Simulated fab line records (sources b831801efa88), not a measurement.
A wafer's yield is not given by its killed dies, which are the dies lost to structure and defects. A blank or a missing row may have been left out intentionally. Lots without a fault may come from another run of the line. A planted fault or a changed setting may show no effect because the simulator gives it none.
fab line records :: flow sky130 :: part 2 of 2: steps 24 to 34 of 34
record:
  lots: 5
  wafers: 15
  lastDay: 50
route steps=708 shown POLY_GATE@213 RES_PROTECT@214 LDD_N@237
lots untouched by any fault: they come from a run of this same line in which no faults occurred
startH: hours from the record's first day to the start of the lot's first wafer shown :: waitH: hours elapsed since this lot's preceding step :: " as in the row above :: L1.1+2: one row covering several wafers at once :: - no value, or no start given :: * or withheld: withheld :: < > ~ a bound
route shown NAME@n: a module of which the file shows steps, and the number in the route of the first :: usual: mean/standard deviation of fault-free wafers :: same: alike in all rows :: chamber/n: place in a boat :: sites: each site's reading :: _std_site: standard deviation across them :: _edge_site: outer sites' mean less inner sites' :: radiusMm: for every site, how far away it sits from the centre of the wafer :: mask NAME#n: copy n :: behind: tool/chamber where the wafer was last shaped :: hold: why the lot was held/for how many hours/how that ended :: device: which transistor (n, p or np) failed to switch :: end of line: the same wafers' tests at the end of the route :: a step without rows: its recipe alone :: killed: count of dies lost to structure and defects at first sort (not the wafer's yield) :: map: the dies of a wafer, with x for killed, . for not killed, _ for no die there
set.NAME: the setting that was run; set.NAME@STEP: the one run at that earlier step :: model.NAME: the simulator's own value behind a step, which no gauge read
lots at some steps of the route; a table a step, a row a wafer
services: when a tool's chamber went out of use (startH, in hours from the record's first day, below 0 if earlier), for how many hours, and the reason
== steps ==
step: SKY_POLY_GATE_CD_MEAS_22
usual:
  cdNm: 150.2/2.8
lot.wafer: L075.1
tool: cdSem-01
chamber: -
startH: 378.82
waitH: 0.1
cdNm: 149.7

lot.wafer: L075.2
tool: cdSem-01
chamber: -
startH: 378.82
waitH: 0.1
cdNm: 147.8

lot.wafer: L075.3
tool: cdSem-01
chamber: -
startH: 378.82
waitH: 0.1
cdNm: 145.1

lot.wafer: L081.4
tool: cdSem-02
chamber: -
startH: 437.94
waitH: 0.1
cdNm: 154.3

lot.wafer: L081.5
tool: cdSem-02
chamber: -
startH: 437.94
waitH: 0.1
cdNm: 151.7

lot.wafer: L081.6
tool: cdSem-02
chamber: -
startH: 437.94
waitH: 0.1
cdNm: 152.6

lot.wafer: L087.3
tool: cdSem-02
chamber: -
startH: 490.43
waitH: 0.1
cdNm: 145.9

lot.wafer: L087.4
tool: cdSem-02
chamber: -
startH: 490.43
waitH: 0.1
cdNm: 148.4

lot.wafer: L087.5
tool: cdSem-02
chamber: -
startH: 490.43
waitH: 0.1
cdNm: 148.5

lot.wafer: L089.1
tool: cdSem-02
chamber: -
startH: 498.54
waitH: 0.1
cdNm: 153.9

lot.wafer: L089.4
tool: cdSem-02
chamber: -
startH: 498.54
waitH: 0.1
cdNm: 148.4

lot.wafer: L089.5
tool: cdSem-02
chamber: -
startH: 498.54
waitH: 0.1
cdNm: 147.9

lot.wafer: L096.1
tool: cdSem-02
chamber: -
startH: 557.39
waitH: 0.1
cdNm: 150.3

lot.wafer: L096.3
tool: cdSem-02
chamber: -
startH: 557.39
waitH: 0.1
cdNm: 151.5

lot.wafer: L096.5
tool: cdSem-02
chamber: -
startH: 557.39
waitH: 0.1
cdNm: 154.5
step: SKY_LDD_N_DEHYDRATE_00
recipe:
  tempC: 200
  timeS: 60
usual:
  exhaustPa: 45.0/0.95
lot.wafer: L075.1
tool: lithoTrack-01
chamber: 0
startH: 392.06
waitH: 13.2
exhaustPa: 43.5

lot.wafer: L075.2
tool: lithoTrack-01
chamber: 0
startH: 392.06
waitH: 13.2
exhaustPa: 44.5

lot.wafer: L075.3
tool: lithoTrack-01
chamber: 0
startH: 392.06
waitH: 13.2
exhaustPa: 43.3

lot.wafer: L081.4
tool: lithoTrack-03
chamber: 0
startH: 453.19
waitH: 15.2
exhaustPa: 43.4

lot.wafer: L081.5
tool: lithoTrack-03
chamber: 0
startH: 453.19
waitH: 15.2
exhaustPa: 45.1

lot.wafer: L081.6
tool: lithoTrack-03
chamber: 0
startH: 453.19
waitH: 15.2
exhaustPa: 45.1

lot.wafer: L087.3
tool: lithoTrack-03
chamber: 0
startH: 505.17
waitH: 14.7
exhaustPa: 44.7

lot.wafer: L087.4
tool: lithoTrack-03
chamber: 0
startH: 505.17
waitH: 14.7
exhaustPa: 46.2

lot.wafer: L087.5
tool: lithoTrack-03
chamber: 0
startH: 505.17
waitH: 14.7
exhaustPa: 47.0

lot.wafer: L089.1
tool: lithoTrack-04
chamber: 0
startH: 513.07
waitH: 14.5
exhaustPa: 45.8

lot.wafer: L089.4
tool: lithoTrack-04
chamber: 0
startH: 513.07
waitH: 14.5
exhaustPa: 46.4

lot.wafer: L089.5
tool: lithoTrack-04
chamber: 0
startH: 513.07
waitH: 14.5
exhaustPa: 45.6

lot.wafer: L096.1
tool: lithoTrack-03
chamber: 0
startH: 572.22
waitH: 14.8
exhaustPa: 44.6

lot.wafer: L096.3
tool: lithoTrack-03
chamber: 0
startH: 572.22
waitH: 14.8
exhaustPa: 45.9

lot.wafer: L096.5
tool: lithoTrack-03
chamber: 0
startH: 572.22
waitH: 14.8
exhaustPa: 46.4
step: SKY_LDD_N_HMDS_01
recipe:
  primeTimeS: 60
  primeTempC: 120
usual:
  exhaustPa: 45.0/0.85
lot.wafer: L075.1
tool: lithoTrack-01
chamber: 0
startH: 392.21
waitH: 0.1
exhaustPa: 45.1

lot.wafer: L075.2
tool: lithoTrack-01
chamber: 0
startH: 392.21
waitH: 0.1
exhaustPa: 44.8

lot.wafer: L075.3
tool: lithoTrack-01
chamber: 0
startH: 392.21
waitH: 0.1
exhaustPa: 44.9

lot.wafer: L081.4
tool: lithoTrack-03
chamber: 0
startH: 453.34
waitH: 0.1
exhaustPa: 43.2

lot.wafer: L081.5
tool: lithoTrack-03
chamber: 0
startH: 453.34
waitH: 0.1
exhaustPa: 46.1

lot.wafer: L081.6
tool: lithoTrack-03
chamber: 0
startH: 453.34
waitH: 0.1
exhaustPa: 45.8

lot.wafer: L087.3
tool: lithoTrack-03
chamber: 0
startH: 505.32
waitH: 0.1
exhaustPa: 45.2

lot.wafer: L087.4
tool: lithoTrack-03
chamber: 0
startH: 505.32
waitH: 0.1
exhaustPa: 43.9

lot.wafer: L087.5
tool: lithoTrack-03
chamber: 0
startH: 505.32
waitH: 0.1
exhaustPa: 45.1

lot.wafer: L089.1
tool: lithoTrack-04
chamber: 0
startH: 513.22
waitH: 0.1
exhaustPa: 44.1

lot.wafer: L089.4
tool: lithoTrack-04
chamber: 0
startH: 513.22
waitH: 0.1
exhaustPa: 45.9

lot.wafer: L089.5
tool: lithoTrack-04
chamber: 0
startH: 513.22
waitH: 0.1
exhaustPa: 45.8

lot.wafer: L096.1
tool: lithoTrack-03
chamber: 0
startH: 572.37
waitH: 0.1
exhaustPa: 45.9

lot.wafer: L096.3
tool: lithoTrack-03
chamber: 0
startH: 572.37
waitH: 0.1
exhaustPa: 46.1

lot.wafer: L096.5
tool: lithoTrack-03
chamber: 0
startH: 572.37
waitH: 0.1
exhaustPa: 46.0
step: SKY_LDD_N_COAT_02
recipe:
  resist: NOVOLAK
  spinRpm: 3000
  resistThkNm: 300
usual:
  exhaustPa: 45.0/0.94
lot.wafer: L075.1
tool: lithoTrack-01
chamber: 0
startH: 392.36
waitH: 0.1
exhaustPa: 44.5

lot.wafer: L075.2
tool: lithoTrack-01
chamber: 0
startH: 392.36
waitH: 0.1
exhaustPa: 45.3

lot.wafer: L075.3
tool: lithoTrack-01
chamber: 0
startH: 392.36
waitH: 0.1
exhaustPa: 44.6

lot.wafer: L081.4
tool: lithoTrack-03
chamber: 0
startH: 453.49
waitH: 0.1
exhaustPa: 45.3

lot.wafer: L081.5
tool: lithoTrack-03
chamber: 0
startH: 453.49
waitH: 0.1
exhaustPa: 44.7

lot.wafer: L081.6
tool: lithoTrack-03
chamber: 0
startH: 453.49
waitH: 0.1
exhaustPa: 45.2

lot.wafer: L087.3
tool: lithoTrack-03
chamber: 0
startH: 505.47
waitH: 0.1
exhaustPa: 45.8

lot.wafer: L087.4
tool: lithoTrack-03
chamber: 0
startH: 505.47
waitH: 0.1
exhaustPa: 45.4

lot.wafer: L087.5
tool: lithoTrack-03
chamber: 0
startH: 505.47
waitH: 0.1
exhaustPa: 45.0

lot.wafer: L089.1
tool: lithoTrack-04
chamber: 0
startH: 513.37
waitH: 0.1
exhaustPa: 44.9

lot.wafer: L089.4
tool: lithoTrack-04
chamber: 0
startH: 513.37
waitH: 0.1
exhaustPa: 44.0

lot.wafer: L089.5
tool: lithoTrack-04
chamber: 0
startH: 513.37
waitH: 0.1
exhaustPa: 44.0

lot.wafer: L096.1
tool: lithoTrack-03
chamber: 0
startH: 572.52
waitH: 0.1
exhaustPa: 44.4

lot.wafer: L096.3
tool: lithoTrack-03
chamber: 0
startH: 572.52
waitH: 0.1
exhaustPa: 45.1

lot.wafer: L096.5
tool: lithoTrack-03
chamber: 0
startH: 572.52
waitH: 0.1
exhaustPa: 45.9
step: SKY_LDD_N_SOFTBAKE_03
recipe:
  tempC: 90
  timeS: 60
  resist: NOVOLAK
usual:
  exhaustPa: 44.9/0.87
lot.wafer: L075.1
tool: lithoTrack-01
chamber: 0
startH: 392.51
waitH: 0.1
exhaustPa: 46.1

lot.wafer: L075.2
tool: lithoTrack-01
chamber: 0
startH: 392.51
waitH: 0.1
exhaustPa: 44.5

lot.wafer: L075.3
tool: lithoTrack-01
chamber: 0
startH: 392.51
waitH: 0.1
exhaustPa: 46.5

lot.wafer: L081.4
tool: lithoTrack-03
chamber: 0
startH: 453.64
waitH: 0.1
exhaustPa: 45.3

lot.wafer: L081.5
tool: lithoTrack-03
chamber: 0
startH: 453.64
waitH: 0.1
exhaustPa: 45.5

lot.wafer: L081.6
tool: lithoTrack-03
chamber: 0
startH: 453.64
waitH: 0.1
exhaustPa: 45.5

lot.wafer: L087.3
tool: lithoTrack-03
chamber: 0
startH: 505.62
waitH: 0.1
exhaustPa: 44.2

lot.wafer: L087.4
tool: lithoTrack-03
chamber: 0
startH: 505.62
waitH: 0.1
exhaustPa: 45.7

lot.wafer: L087.5
tool: lithoTrack-03
chamber: 0
startH: 505.62
waitH: 0.1
exhaustPa: 46.0

lot.wafer: L089.1
tool: lithoTrack-04
chamber: 0
startH: 513.52
waitH: 0.1
exhaustPa: 44.9

lot.wafer: L089.4
tool: lithoTrack-04
chamber: 0
startH: 513.52
waitH: 0.1
exhaustPa: 45.3

lot.wafer: L089.5
tool: lithoTrack-04
chamber: 0
startH: 513.52
waitH: 0.1
exhaustPa: 43.4

lot.wafer: L096.1
tool: lithoTrack-03
chamber: 0
startH: 572.67
waitH: 0.1
exhaustPa: 45.5

lot.wafer: L096.3
tool: lithoTrack-03
chamber: 0
startH: 572.67
waitH: 0.1
exhaustPa: 44.6

lot.wafer: L096.5
tool: lithoTrack-03
chamber: 0
startH: 572.67
waitH: 0.1
exhaustPa: 44.6
step: SKY_LDD_N_EXPOSE_04
recipe:
  maskId: NTM
  targetCdNm: 840
  na: 0.6
  sourceShape: conventional
  sigmaOuter: 0.6
  doseMj: 110
lot.wafer: L075.1+2+3
tool: ilineStepper-02
chamber: 0
startH: -
waitH: -
mask: NTM#0

lot.wafer: L081.4+5+6
tool: ilineStepper-01
chamber: 0
startH: -
waitH: -
mask: NTM#0

lot.wafer: L087.3+4+5
tool: ilineStepper-01
chamber: 0
startH: -
waitH: -
mask: NTM#0

lot.wafer: L089.1+4+5
tool: ilineStepper-02
chamber: 0
startH: -
waitH: -
mask: NTM#0

lot.wafer: L096.1+3+5
tool: ilineStepper-02
chamber: 0
startH: -
waitH: -
mask: NTM#0
step: SKY_LDD_N_PEB_05
recipe:
  tempC: withheld
  timeS: *
  resist: NOVOLAK
usual:
  exhaustPa: 44.9/0.88
lot.wafer: L075.1
tool: lithoTrack-01
chamber: 0
startH: -
waitH: -
exhaustPa: 43.9

lot.wafer: L075.2
tool: lithoTrack-01
chamber: 0
startH: -
waitH: -
exhaustPa: 45.1

lot.wafer: L075.3
tool: lithoTrack-01
chamber: 0
startH: -
waitH: -
exhaustPa: 43.7

lot.wafer: L081.4
tool: lithoTrack-01
chamber: 0
startH: -
waitH: -
exhaustPa: 44.0

lot.wafer: L081.5
tool: lithoTrack-01
chamber: 0
startH: -
waitH: -
exhaustPa: 44.9

lot.wafer: L081.6
tool: lithoTrack-01
chamber: 0
startH: -
waitH: -
exhaustPa: 43.8

lot.wafer: L087.3
tool: lithoTrack-01
chamber: 0
startH: -
waitH: -
exhaustPa: 44.4

lot.wafer: L087.4
tool: lithoTrack-01
chamber: 0
startH: -
waitH: -
exhaustPa: 45.0

lot.wafer: L087.5
tool: lithoTrack-01
chamber: 0
startH: -
waitH: -
exhaustPa: 45.8

lot.wafer: L089.1
tool: lithoTrack-04
chamber: 0
startH: -
waitH: -
exhaustPa: 45.3

lot.wafer: L089.4
tool: lithoTrack-04
chamber: 0
startH: -
waitH: -
exhaustPa: 46.0

lot.wafer: L089.5
tool: lithoTrack-04
chamber: 0
startH: -
waitH: -
exhaustPa: 45.1

lot.wafer: L096.1
tool: lithoTrack-04
chamber: 0
startH: -
waitH: -
exhaustPa: 46.6

lot.wafer: L096.3
tool: lithoTrack-04
chamber: 0
startH: -
waitH: -
exhaustPa: 47.0

lot.wafer: L096.5
tool: lithoTrack-04
chamber: 0
startH: -
waitH: -
exhaustPa: 48.0
step: SKY_LDD_N_DEVELOP_06
recipe:
  developTimeS: 60
  devTempC: 23
usual:
  exhaustPa: 44.9/0.91
lot.wafer: L075.1
tool: lithoTrack-01
chamber: 0
startH: 407.11
waitH: 0.1
exhaustPa: 45.9

lot.wafer: L075.2
tool: lithoTrack-01
chamber: 0
startH: 407.11
waitH: 0.1
exhaustPa: 44.5

lot.wafer: L075.3
tool: lithoTrack-01
chamber: 0
startH: 407.11
waitH: 0.1
exhaustPa: 45.6

lot.wafer: L081.4
tool: lithoTrack-01
chamber: 0
startH: 468.49
waitH: 0.1
exhaustPa: 44.5

lot.wafer: L081.5
tool: lithoTrack-01
chamber: 0
startH: 468.49
waitH: 0.1
exhaustPa: 45.2

lot.wafer: L081.6
tool: lithoTrack-01
chamber: 0
startH: 468.49
waitH: 0.1
exhaustPa: 44.3

lot.wafer: L087.3
tool: lithoTrack-01
chamber: 0
startH: 520.41
waitH: 0.1
exhaustPa: 43.8

lot.wafer: L087.4
tool: lithoTrack-01
chamber: 0
startH: 520.41
waitH: 0.1
exhaustPa: 44.5

lot.wafer: L087.5
tool: lithoTrack-01
chamber: 0
startH: 520.41
waitH: 0.1
exhaustPa: 44.0

lot.wafer: L089.1
tool: lithoTrack-04
chamber: 0
startH: 528.47
waitH: 0.1
exhaustPa: 45.0

lot.wafer: L089.4
tool: lithoTrack-04
chamber: 0
startH: 528.47
waitH: 0.1
exhaustPa: 45.0

lot.wafer: L089.5
tool: lithoTrack-04
chamber: 0
startH: 528.47
waitH: 0.1
exhaustPa: 45.0

lot.wafer: L096.1
tool: lithoTrack-04
chamber: 0
startH: 586.27
waitH: 0.1
exhaustPa: 45.1

lot.wafer: L096.3
tool: lithoTrack-04
chamber: 0
startH: 586.27
waitH: 0.1
exhaustPa: 44.9

lot.wafer: L096.5
tool: lithoTrack-04
chamber: 0
startH: 586.27
waitH: 0.1
exhaustPa: 45.1
step: SKY_LDD_N_OVL_MEAS_07
usual:
  LDD_N_OVL: -0.6/1.4
lot.wafer: L075.1
tool: overlay-01
chamber: -
startH: 407.26
waitH: 0.1
LDD_N_OVL[nm]: -2.0

lot.wafer: L075.2
tool: overlay-01
chamber: -
startH: 407.26
waitH: 0.1
LDD_N_OVL[nm]: -2.0

lot.wafer: L075.3
tool: overlay-01
chamber: -
startH: 407.26
waitH: 0.1
LDD_N_OVL[nm]: -0.5

lot.wafer: L081.4
tool: overlay-01
chamber: -
startH: 468.58
waitH: 0.1
LDD_N_OVL[nm]: -2.1

lot.wafer: L081.5
tool: overlay-01
chamber: -
startH: 468.58
waitH: 0.1
LDD_N_OVL[nm]: -1.3

lot.wafer: L081.6
tool: overlay-01
chamber: -
startH: 468.58
waitH: 0.1
LDD_N_OVL[nm]: -2.0

lot.wafer: L087.3
tool: overlay-02
chamber: -
startH: 520.52
waitH: 0.1
LDD_N_OVL[nm]: -0.5

lot.wafer: L087.4
tool: overlay-02
chamber: -
startH: 520.52
waitH: 0.1
LDD_N_OVL[nm]: 2.5

lot.wafer: L087.5
tool: overlay-02
chamber: -
startH: 520.52
waitH: 0.1
LDD_N_OVL[nm]: 0.8

lot.wafer: L089.1
tool: overlay-01
chamber: -
startH: 528.62
waitH: 0.1
LDD_N_OVL[nm]: 0.1

lot.wafer: L089.4
tool: overlay-01
chamber: -
startH: 528.62
waitH: 0.1
LDD_N_OVL[nm]: -0.5

lot.wafer: L089.5
tool: overlay-01
chamber: -
startH: 528.62
waitH: 0.1
LDD_N_OVL[nm]: 1.2

lot.wafer: L096.1
tool: overlay-02
chamber: -
startH: 586.42
waitH: 0.1
LDD_N_OVL[nm]: -2.0

lot.wafer: L096.3
tool: overlay-02
chamber: -
startH: 586.42
waitH: 0.1
LDD_N_OVL[nm]: 0.8

lot.wafer: L096.5
tool: overlay-02
chamber: -
startH: 586.42
waitH: 0.1
LDD_N_OVL[nm]: -3.1
step: SKY_LDD_N_IMPLANT_08
recipe:
  species: As
  energyKev: 20
  doseCm2: 7.5e+13
  tiltDeg: withheld
  rotationDeg: 23
usual:
  doseIonsCm2: 7.502e+13/8.5e+10
lot.wafer: L075.1
tool: implanter-03
chamber: 0
startH: 407.30
waitH: 0.0
doseIonsCm2: 7.489e+13

lot.wafer: L075.2
tool: implanter-03
chamber: 0
startH: 407.30
waitH: 0.0
doseIonsCm2: 7.492e+13

lot.wafer: L075.3
tool: implanter-03
chamber: 0
startH: 407.30
waitH: 0.0
doseIonsCm2: 7.485e+13

lot.wafer: L081.4
tool: implanter-01
chamber: 0
startH: 468.67
waitH: 0.1
doseIonsCm2: 7.496e+13

lot.wafer: L081.5
tool: implanter-01
chamber: 0
startH: 468.67
waitH: 0.1
doseIonsCm2: 7.507e+13

lot.wafer: L081.6
tool: implanter-01
chamber: 0
startH: 468.67
waitH: 0.1
doseIonsCm2: 7.493e+13

lot.wafer: L087.3
tool: implanter-01
chamber: 0
startH: 520.60
waitH: 0.1
doseIonsCm2: 7.488e+13

lot.wafer: L087.4
tool: implanter-01
chamber: 0
startH: 520.60
waitH: 0.1
doseIonsCm2: 7.492e+13

lot.wafer: L087.5
tool: implanter-01
chamber: 0
startH: 520.60
waitH: 0.1
doseIonsCm2: 7.498e+13

lot.wafer: L089.1
tool: implanter-02
chamber: 0
startH: 528.65
waitH: 0.0
doseIonsCm2: 7.499e+13

lot.wafer: L089.4
tool: implanter-02
chamber: 0
startH: 528.65
waitH: 0.0
doseIonsCm2: 7.504e+13

lot.wafer: L089.5
tool: implanter-02
chamber: 0
startH: 528.65
waitH: 0.0
doseIonsCm2: 7.491e+13

lot.wafer: L096.1
tool: implanter-02
chamber: 0
startH: 586.45
waitH: 0.0
doseIonsCm2: 7.503e+13

lot.wafer: L096.3
tool: implanter-02
chamber: 0
startH: 586.45
waitH: 0.0
doseIonsCm2: 7.509e+13

lot.wafer: L096.5
tool: implanter-02
chamber: 0
startH: 586.45
waitH: 0.0
doseIonsCm2: 7.515e+13
step: SKY_LDD_N_IMPLANT_09
recipe:
  species: As
  energyKev: 20
  doseCm2: 7.5e+13
  tiltDeg: withheld
  rotationDeg: 113
usual:
  doseIonsCm2: 7.499e+13/6.2e+10
lot.wafer: L075.1
tool: implanter-03
chamber: 0
startH: 407.45
waitH: 0.1
doseIonsCm2: 7.504e+13

lot.wafer: L075.2
tool: implanter-03
chamber: 0
startH: 407.45
waitH: 0.1
doseIonsCm2: 7.505e+13

lot.wafer: L075.3
tool: implanter-03
chamber: 0
startH: 407.45
waitH: 0.1
doseIonsCm2: 7.502e+13

lot.wafer: L081.4
tool: implanter-01
chamber: 0
startH: 468.82
waitH: 0.1
doseIonsCm2: 7.497e+13

lot.wafer: L081.5
tool: implanter-01
chamber: 0
startH: 468.82
waitH: 0.1
doseIonsCm2: 7.489e+13

lot.wafer: L081.6
tool: implanter-01
chamber: 0
startH: 468.82
waitH: 0.1
doseIonsCm2: 7.497e+13

lot.wafer: L087.3
tool: implanter-01
chamber: 0
startH: 520.75
waitH: 0.1
doseIonsCm2: 7.501e+13

lot.wafer: L087.4
tool: implanter-01
chamber: 0
startH: 520.75
waitH: 0.1
doseIonsCm2: 7.493e+13

lot.wafer: L087.5
tool: implanter-01
chamber: 0
startH: 520.75
waitH: 0.1
doseIonsCm2: 7.506e+13

lot.wafer: L089.1
tool: implanter-02
chamber: 0
startH: 528.80
waitH: 0.1
doseIonsCm2: 7.495e+13

lot.wafer: L089.4
tool: implanter-02
chamber: 0
startH: 528.80
waitH: 0.1
doseIonsCm2: 7.485e+13

lot.wafer: L089.5
tool: implanter-02
chamber: 0
startH: 528.80
waitH: 0.1
doseIonsCm2: 7.492e+13

lot.wafer: L096.1
tool: implanter-02
chamber: 0
startH: 586.60
waitH: 0.1
doseIonsCm2: 7.493e+13

lot.wafer: L096.3
tool: implanter-02
chamber: 0
startH: 586.60
waitH: 0.1
doseIonsCm2: 7.5e+13

lot.wafer: L096.5
tool: implanter-02
chamber: 0
startH: 586.60
waitH: 0.1
doseIonsCm2: 7.51e+13
== services ==
tool: krfScanner-02
chamber: -
startH: 325.51
hours: 1.7
kind: repair

tool: rieDiel-04
chamber: 1
startH: 351.54
hours: 10.9
kind: repair

tool: rieDiel-02
chamber: 0
startH: 356.09
hours: 5.9
kind: repair

tool: implanter-02
chamber: -
startH: 372.94
hours: 9.5
kind: repair

tool: rieDiel-02
chamber: -
startH: 375.59
hours: 2.8
kind: pm

tool: krfScanner-02
chamber: -
startH: 380.62
hours: 1.0
kind: pm

tool: implanter-01
chamber: -
startH: 398.97
hours: 0.6
kind: repair

tool: implanter-03
chamber: -
startH: 413.98
hours: 3.0
kind: pm

tool: krfScanner-02
chamber: -
startH: 416.23
hours: 0.8
kind: pm

tool: krfScanner-02
chamber: -
startH: 417.16
hours: 0.8
kind: repair

tool: implanter-01
chamber: -
startH: 425.94
hours: 10.6
kind: pm

tool: rieDiel-04
chamber: 0
startH: 428.19
hours: 9.3
kind: repair

tool: implanter-01
chamber: -
startH: 441.80
hours: 3.7
kind: pm

tool: krfScanner-02
chamber: -
startH: 445.27
hours: 1.3
kind: pm

tool: implanter-01
chamber: -
startH: 445.46
hours: 7.7
kind: repair

tool: rieDiel-02
chamber: -
startH: 448.07
hours: 0.9
kind: repair

tool: rieDiel-02
chamber: -
startH: 452.63
hours: 0.9
kind: repair

tool: lpcvd-02
chamber: -
startH: 459.47
hours: 0.3
kind: repair

tool: krfScanner-02
chamber: -
startH: 464.76
hours: 1.9
kind: repair

tool: krfScanner-02
chamber: -
startH: 469.55
hours: 4.0
kind: pm

tool: rieDiel-04
chamber: 1
startH: 476.51
hours: 5.4
kind: repair

tool: krfScanner-02
chamber: -
startH: 550.45
hours: 1.0
kind: pm

tool: rieDiel-04
chamber: 1
startH: 557.94
hours: 4.3
kind: repair

tool: implanter-01
chamber: -
startH: 565.73
hours: 3.1
kind: pm
